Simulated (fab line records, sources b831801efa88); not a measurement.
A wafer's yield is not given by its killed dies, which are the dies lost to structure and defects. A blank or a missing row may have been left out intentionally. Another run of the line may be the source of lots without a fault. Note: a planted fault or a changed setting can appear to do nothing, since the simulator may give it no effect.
Which tool did it? :: flow sky130 :: 39 wafers from 13 lots sampled at 4 of the route's 708 steps

== WHAT EACH GAUGE READ, for each wafer ==
SKY_SD_N_RS_MEAS_18: measures by four-point-probe. Usual: RES_XHIGH_RS gives 333.1 ohm/sq (standard deviation 1.3).
lot: L375
measured: day 28 12:39
on: film-metro-02
RES_XHIGH_RS (ohm/sq): 334.0 334.2 334.0
flag: 

lot: L376
measured: day 29 13:30
on: film-metro-01
RES_XHIGH_RS (ohm/sq): 331.1 330.8 330.5
flag: 

lot: L377
measured: day 29 15:47
on: film-metro-02
RES_XHIGH_RS (ohm/sq): 333.7 333.6 334.4
flag: 

lot: L378
measured: day 29 17:13
on: film-metro-02
RES_XHIGH_RS (ohm/sq): 332.0 332.6 334.1
flag: 

lot: L379
measured: day 30 00:11
on: film-metro-01
RES_XHIGH_RS (ohm/sq): 330.8 329.5 332.4
flag: 

lot: L385
measured: day 32 09:01
on: film-metro-04
RES_XHIGH_RS (ohm/sq): 334.0 333.7 332.9
flag: 

lot: L387
measured: day 32 14:12
on: film-metro-01
RES_XHIGH_RS (ohm/sq): 330.7 330.9 331.1
flag: 

lot: L389
measured: day 33 12:24
on: film-metro-01
RES_XHIGH_RS (ohm/sq): 331.3 332.7 331.8
flag: 

lot: L390
measured: day 33 17:16
on: film-metro-04
RES_XHIGH_RS (ohm/sq): 332.3 333.7 332.4
flag: 

lot: L391
measured: day 34 07:25
on: film-metro-04
RES_XHIGH_RS (ohm/sq): 333.6 334.8 335.3
flag: 

lot: L392
measured: day 34 11:52
on: film-metro-02
RES_XHIGH_RS (ohm/sq): 334.8 335.5 333.9
flag: 

lot: L393
measured: day 34 18:19
on: film-metro-01
RES_XHIGH_RS (ohm/sq): 331.8 332.5 333.1
flag: 

lot: L396
measured: day 35 11:34
on: film-metro-04
RES_XHIGH_RS (ohm/sq): 333.3 333.4 332.9
flag: 

SKY_CONTACT_OVL_MEAS_15. Usual: CONTACT_OVL gives -2 nm (standard deviation 5.7).
lot: L375
measured: day 32 04:34
on: overlay-02
CONTACT_OVL (nm): -2 9 8
flag: 

lot: L376
measured: day 33 03:23
on: overlay-02
CONTACT_OVL (nm): 2 -1 -1
flag: 

lot: L385
measured: day 35 20:29
on: overlay-02
CONTACT_OVL (nm): -2 -8 -1
flag: 

lot: L387
measured: day 36 01:44
on: overlay-02
CONTACT_OVL (nm): -7 1 -2
flag: 

lot: L389
measured: day 36 23:26
on: overlay-01
CONTACT_OVL (nm): 0 0 4
flag: 

lot: L390
measured: day 37 03:17
on: overlay-01
CONTACT_OVL (nm): 3 -9 -1
flag: 

lot: L391
measured: day 37 17:39
on: overlay-02
CONTACT_OVL (nm): 1 -7 -8
flag: 

lot: L392
measured: day 37 22:56
on: overlay-02
CONTACT_OVL (nm): 0 3 -2
flag: 

lot: L393
measured: day 38 03:47
on: overlay-02
CONTACT_OVL (nm): 1 -4 0
flag: 

lot: L396
measured: day 38 19:49
on: overlay-01
CONTACT_OVL (nm): -10 -9 -7
flag: 

== EACH LOT AND THE TOOL THAT RAN IT (in order: tool; ch and the chambers of the sampled wafers; start) ==
lot: L375
SKY_LI_CONTACT_SPUTTER_19: pvd-sputter-02, day 29 18:08
SKY_LOCAL_INTERCONNECT_STRIP_15: plasma-asher-04 ch 0, day 30 23:14

lot: L376
SKY_LI_CONTACT_SPUTTER_19: pvd-sputter-01, day 30 18:34
SKY_LOCAL_INTERCONNECT_STRIP_15: plasma-asher-02 ch 0,1, day 31 23:42

lot: L377
SKY_LI_CONTACT_SPUTTER_19: pvd-sputter-04, day 30 20:56
SKY_LOCAL_INTERCONNECT_STRIP_15: plasma-asher-03 ch 0,1, day 32 01:21

lot: L378
SKY_LI_CONTACT_SPUTTER_19: pvd-sputter-04, day 30 22:13
SKY_LOCAL_INTERCONNECT_STRIP_15: plasma-asher-04 ch 0,1, day 32 03:15

lot: L379
SKY_LI_CONTACT_SPUTTER_19: pvd-sputter-01, day 31 05:13
SKY_LOCAL_INTERCONNECT_STRIP_15: plasma-asher-03 ch 0,1, day 32 09:59

lot: L385
SKY_LI_CONTACT_SPUTTER_19: pvd-sputter-02, day 33 12:15
SKY_LOCAL_INTERCONNECT_STRIP_15: plasma-asher-03 ch 0,1, day 34 16:30

lot: L387
SKY_LI_CONTACT_SPUTTER_19: pvd-sputter-01, day 33 18:23
SKY_LOCAL_INTERCONNECT_STRIP_15: plasma-asher-03 ch 0,1, day 34 21:52

lot: L389
SKY_LI_CONTACT_SPUTTER_19: pvd-sputter-01, day 34 16:24
SKY_LOCAL_INTERCONNECT_STRIP_15: plasma-asher-04 ch 0,1, day 35 20:24

lot: L390
SKY_LI_CONTACT_SPUTTER_19: pvd-sputter-01, day 34 20:51
SKY_LOCAL_INTERCONNECT_STRIP_15: plasma-asher-04 ch 0,1, day 36 00:29

lot: L391
SKY_LI_CONTACT_SPUTTER_19: pvd-sputter-01, day 35 11:31
SKY_LOCAL_INTERCONNECT_STRIP_15: plasma-asher-03 ch 0,1, day 36 15:14

lot: L392
SKY_LI_CONTACT_SPUTTER_19: pvd-sputter-02, day 35 16:23
SKY_LOCAL_INTERCONNECT_STRIP_15: plasma-asher-04 ch 0,1, day 36 19:38

lot: L393
SKY_LI_CONTACT_SPUTTER_19: pvd-sputter-01, day 35 22:05
SKY_LOCAL_INTERCONNECT_STRIP_15: plasma-asher-03 ch 1, day 37 00:53

lot: L396
SKY_LI_CONTACT_SPUTTER_19: pvd-sputter-02, day 36 15:00
SKY_LOCAL_INTERCONNECT_STRIP_15: plasma-asher-02 ch 0,1, day 37 18:01
- SKY_LI_CONTACT_SPUTTER_19: material Ti, target thk 20 nm, time 106.37 s.
- SKY_LOCAL_INTERCONNECT_STRIP_15: strips in O2/N2.

== AS READ BY THE TOOLS THEMSELVES (means over the sampled wafers that have a number; for cases with no such wafer, the mark the record gives instead) ==
SKY_LI_CONTACT_SPUTTER_19. Usual: throttle-valve-pct 30.3 %, standard deviation 0.87.
lot: L375
tool: pvd-sputter-02
throttle-valve-pct (%): 29.8
flag: 

lot: L376
tool: pvd-sputter-01
throttle-valve-pct (%): 30.9
flag: 

lot: L377
tool: pvd-sputter-04
throttle-valve-pct (%): 29.5
flag: 

lot: L378
tool: pvd-sputter-04
throttle-valve-pct (%): 30.4
flag: 

lot: L379
tool: pvd-sputter-01
throttle-valve-pct (%): 30.2
flag: 

lot: L385
tool: pvd-sputter-02
throttle-valve-pct (%): 29.7
flag: 

lot: L387
tool: pvd-sputter-01
throttle-valve-pct (%): 30.5
flag: 

lot: L389
tool: pvd-sputter-01
throttle-valve-pct (%): 30.5
flag: 

lot: L390
tool: pvd-sputter-01
throttle-valve-pct (%): 30.6
flag: 

lot: L391
tool: pvd-sputter-01
throttle-valve-pct (%): 30.8
flag: 

lot: L392
tool: pvd-sputter-02
throttle-valve-pct (%): 29.7
flag: 

lot: L393
tool: pvd-sputter-01
throttle-valve-pct (%): 30.5
flag: 

lot: L396
tool: pvd-sputter-02
throttle-valve-pct (%): 29.1
flag: 

SKY_LOCAL_INTERCONNECT_STRIP_15. Usual: chamber-pressure-mTorr 1500.2 mTorr, standard deviation 1.3; drypump-motor-current-A 5.5 A, standard deviation 0.47; oes-product-au 0.428 a.u., standard deviation 0.0045; strip-time-to-endpoint-s 4.731 s, standard deviation 0.025.
lot: L375
tool: plasma-asher-04
chamber-pressure-mTorr (mTorr): 1499.3
drypump-motor-current-A (A): 6.0
oes-product-au (a.u.): 0.427
strip-time-to-endpoint-s (s): 4.736
flag: 

lot: L376
tool: plasma-asher-02
chamber-pressure-mTorr (mTorr): 1500.2
drypump-motor-current-A (A): 5.9
oes-product-au (a.u.): 0.431
strip-time-to-endpoint-s (s): 4.735
flag: 

lot: L377
tool: plasma-asher-03
chamber-pressure-mTorr (mTorr): -
drypump-motor-current-A (A): -
oes-product-au (a.u.): -
strip-time-to-endpoint-s (s): -
flag: OFF

lot: L378
tool: plasma-asher-04
chamber-pressure-mTorr (mTorr): -
drypump-motor-current-A (A): -
oes-product-au (a.u.): -
strip-time-to-endpoint-s (s): -
flag: OFF

lot: L379
tool: plasma-asher-03
chamber-pressure-mTorr (mTorr): -
drypump-motor-current-A (A): -
oes-product-au (a.u.): -
strip-time-to-endpoint-s (s): -
flag: OFF

lot: L385
tool: plasma-asher-03
chamber-pressure-mTorr (mTorr): 1500.0
drypump-motor-current-A (A): 5.1
oes-product-au (a.u.): 0.430
strip-time-to-endpoint-s (s): 4.732
flag: 

lot: L387
tool: plasma-asher-03
chamber-pressure-mTorr (mTorr): 1502.1
drypump-motor-current-A (A): 5.0
oes-product-au (a.u.): 0.428
strip-time-to-endpoint-s (s): 4.749
flag: 

lot: L389
tool: plasma-asher-04
chamber-pressure-mTorr (mTorr): 1500.0
drypump-motor-current-A (A): 5.7
oes-product-au (a.u.): 0.422
strip-time-to-endpoint-s (s): 4.695
flag: 

lot: L390
tool: plasma-asher-04
chamber-pressure-mTorr (mTorr): 1500.8
drypump-motor-current-A (A): 5.8
oes-product-au (a.u.): 0.430
strip-time-to-endpoint-s (s): 4.728
flag: 

lot: L391
tool: plasma-asher-03
chamber-pressure-mTorr (mTorr): 1499.6
drypump-motor-current-A (A): 5.0
oes-product-au (a.u.): 0.426
strip-time-to-endpoint-s (s): 4.716
flag: 

lot: L392
tool: plasma-asher-04
chamber-pressure-mTorr (mTorr): 1501.8
drypump-motor-current-A (A): 5.8
oes-product-au (a.u.): 0.430
strip-time-to-endpoint-s (s): 4.733
flag: 

lot: L393
tool: plasma-asher-03
chamber-pressure-mTorr (mTorr): 1500.3
drypump-motor-current-A (A): 5.1
oes-product-au (a.u.): 0.430
strip-time-to-endpoint-s (s): 4.733
flag: 

lot: L396
tool: plasma-asher-02
chamber-pressure-mTorr (mTorr): 1501.4
drypump-motor-current-A (A): 5.6
oes-product-au (a.u.): 0.426
strip-time-to-endpoint-s (s): 4.750
flag: 

== THE ANSWER, worked out from the rows above alone ==
Rule: lot off if the mean of its wafers having a number is beyond 3 standard deviations from the usual mean. Also off: a lot with no number at a reading for which 4 or more lots have one. The other lots that the step has rows for count as sound. Order of review: gauges by route order, followed by the tools' own readings, for which a lot's mean as printed above is used. The first step at which some lot is off is used, and at that step the reading that is off furthest; a lot without a number counts as furthest.
Off: L377, L378, L379, at SKY_LOCAL_INTERCONNECT_STRIP_15 (chamber-pressure-mTorr). Without a number there: L377, L378, L379.
If a tool, at that step or one of the process steps before it, ran each lot that is off and ran no sound lot following the first of them, it fits. Not one of the candidates tried fits.

== WHAT WAS PUT IN BY THE SIMULATOR ==
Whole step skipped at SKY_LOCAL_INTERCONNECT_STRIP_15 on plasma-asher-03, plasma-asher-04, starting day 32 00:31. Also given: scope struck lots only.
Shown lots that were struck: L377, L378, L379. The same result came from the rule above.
